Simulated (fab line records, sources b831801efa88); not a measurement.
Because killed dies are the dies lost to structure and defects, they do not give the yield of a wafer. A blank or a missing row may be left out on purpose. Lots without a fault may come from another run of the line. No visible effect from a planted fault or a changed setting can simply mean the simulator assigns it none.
A lot that was struck, set against a sound lot | flow sfqLine | 17 out of 325 route steps
Sound: these wafers, L227.2, L227.3, L227.5. Struck: wafer L240.5 (left out: L240.1, L240.2 of the same lot, which were not struck); the cause appears at the end.
Per side, at each step with rows, come the tool, then ch with its chambers, and then its first start. Under that, the readings that differ: sound wafers | struck wafers | difference of the means | sigmas: that difference in standard deviations of wafers without a fault.
alike: readings whose means differ by less than 2 such deviations, and words and numbers that are the same on both sides. not compared: withheld readings, readings that some wafer has no value for, bounds like >300 that may hide the same value, and numbers for which the record gives no deviation and whose values overlap.
Wherever a step has rows on one side only, a row that says differs or no value, or a row with sigmas, the two part there. When numbers do not overlap yet have no deviation, they are printed without sigmas and do not part them. Lack of a reading on every wafer of one side parts them only where that side has two or more wafers.

SFQ_TRILAYER_I3_VIA_BARC_OPEN_VIA_ETCH_121: etches BARC in O2, target depth 125 nm, time 41.7 s.
  sound on rieDiel-03 ch 0,1, day 45 13:16; struck on rieDiel-04 ch 0, day 51 08:15
reading                  | sound       | struck | difference | sigmas
drypumpMotorCurrentA (A) | 6.1 6.8 6.8 | 5.1    | -1.5       | -2
  alike: chamberPressureMTorr, oesProductAu
  not compared: rfHoursCounterH
SFQ_TRILAYER_I3_VIA_ETCH_VIA_ETCH_088: etches SiO2 in CHF3, stops on Nb, target depth 260 nm.
  sound on rieDiel-03 ch 0,1, day 45 13:18; struck on rieDiel-04 ch 0, day 51 08:17
reading                  | sound       | struck | difference | sigmas
drypumpMotorCurrentA (A) | 6.1 6.8 6.8 | 5.1    | -1.5       | -2
  alike: chamberPressureMTorr, oesProductAu
SFQ_TRILAYER_I3_VIA_STRIP_STRIP_089: strips in O2.
  sound on rieMetal-04 ch 0,1, day 45 13:25; struck on rieMetal-02 ch 1, day 51 08:24
  alike: chamberPressureMTorr, drypumpMotorCurrentA, oesProductAu, platenTempC
  not compared: rfHoursCounterH
then, 2 steps without rows for these wafers: SFQ_TRILAYER_I3_VIA_STRIP_SOLV_CLEAN_090 (cleans in NMP, time 600 s); SFQ_TRILAYER_M4_DEP_PRE_CLEAN_092 (time 22.5 s).
SFQ_TRILAYER_M4_DEP_SPUTTER_091: material Nb, target thk 200 nm, time 133.3 s.
  struck on pvdSputter-06, day 51 09:48; sound on pvdSputter-06, day 45 14:13
  alike: chamberPressurePa, substrateTempC, throttleValvePct
SFQ_M4_RS_MEAS_924: the measuring method here is four-point-probe.
  struck on filmMetro-02, day 51 09:53; sound on filmMetro-03, day 45 14:19
  alike: M4_NB_RS
then, 4 steps without rows for these wafers: SFQ_TRILAYER_M4_LITHO_COAT_098 (resist thk 62 nm); SFQ_TRILAYER_M4_LITHO_COAT_093 (resist thk 600 nm); SFQ_TRILAYER_M4_LITHO_SOFTBAKE_097; SFQ_TRILAYER_M4_LITHO_EXPOSE_094 (exposes mask M4, target cd 500 nm).
SFQ_TRILAYER_M4_LITHO_PEB_096: peb time 60 s.
  sound on lithoTrack-01 ch 0, day 45 16:35; struck on lithoTrack-04 ch 0, day 51 12:01
then, 1 step without rows for these wafers: SFQ_TRILAYER_M4_LITHO_DEVELOP_095 (time 60 s).
SFQ_M4_OVL_MEAS_926:
  struck on overlay-01, day 51 12:19; sound on overlay-01, day 45 16:52
reading     | sound   | struck | difference | sigmas
M4_OVL (nm) | 12 7 12 | -5     | -15        | -3
SFQ_TRILAYER_M4_BARC_OPEN_METAL_ETCH_123: etches BARC in O2, target depth 125 nm, time 41.7 s.
  sound on rieMetal-03 ch 0,1, day 45 16:54; struck on rieMetal-03 ch 1, day 51 12:22
reading            | sound             | struck | difference | sigmas
model.M4.cdNm (nm) | 501.7 500.5 498.6 | 492.1  | -8.2       | 
  alike: chamberPressureMTorr, drypumpMotorCurrentA, oesProductAu
  not compared: rfHoursCounterH
SFQ_TRILAYER_M4_ETCH_METAL_ETCH_096: etches Nb in Cl2/Ar, stops on SiO2, target depth 240 nm, time 120 s.
  sound on rieMetal-03 ch 0,1, day 45 16:58; struck on rieMetal-03 ch 1, day 51 12:25
reading            | sound             | struck | difference | sigmas
model.M4.cdNm (nm) | 504.7 502.5 498.9 | 494.7  | -7.3       | 
  alike: chamberPressureMTorr, drypumpMotorCurrentA, oesProductAu
  not compared: rfHoursCounterH
SFQ_TRILAYER_M4_STRIP_STRIP_097: strips in O2.
  sound on rieMetal-03 ch 0,1, day 45 17:05; struck on rieMetal-03 ch 1, day 51 12:32
  alike: chamberPressureMTorr, drypumpMotorCurrentA, oesProductAu, platenTempC
  not compared: rfHoursCounterH

== WHERE THEY PART ==
Last at SFQ_M4_OVL_MEAS_926 as far as this record goes, first at SFQ_TRILAYER_I3_VIA_BARC_OPEN_VIA_ETCH_121. Later steps at which nothing parts them and some readings are alike: SFQ_TRILAYER_M4_BARC_OPEN_METAL_ETCH_123, SFQ_TRILAYER_M4_ETCH_METAL_ETCH_096, SFQ_TRILAYER_M4_STRIP_STRIP_097.

WHY: what the simulator had put in
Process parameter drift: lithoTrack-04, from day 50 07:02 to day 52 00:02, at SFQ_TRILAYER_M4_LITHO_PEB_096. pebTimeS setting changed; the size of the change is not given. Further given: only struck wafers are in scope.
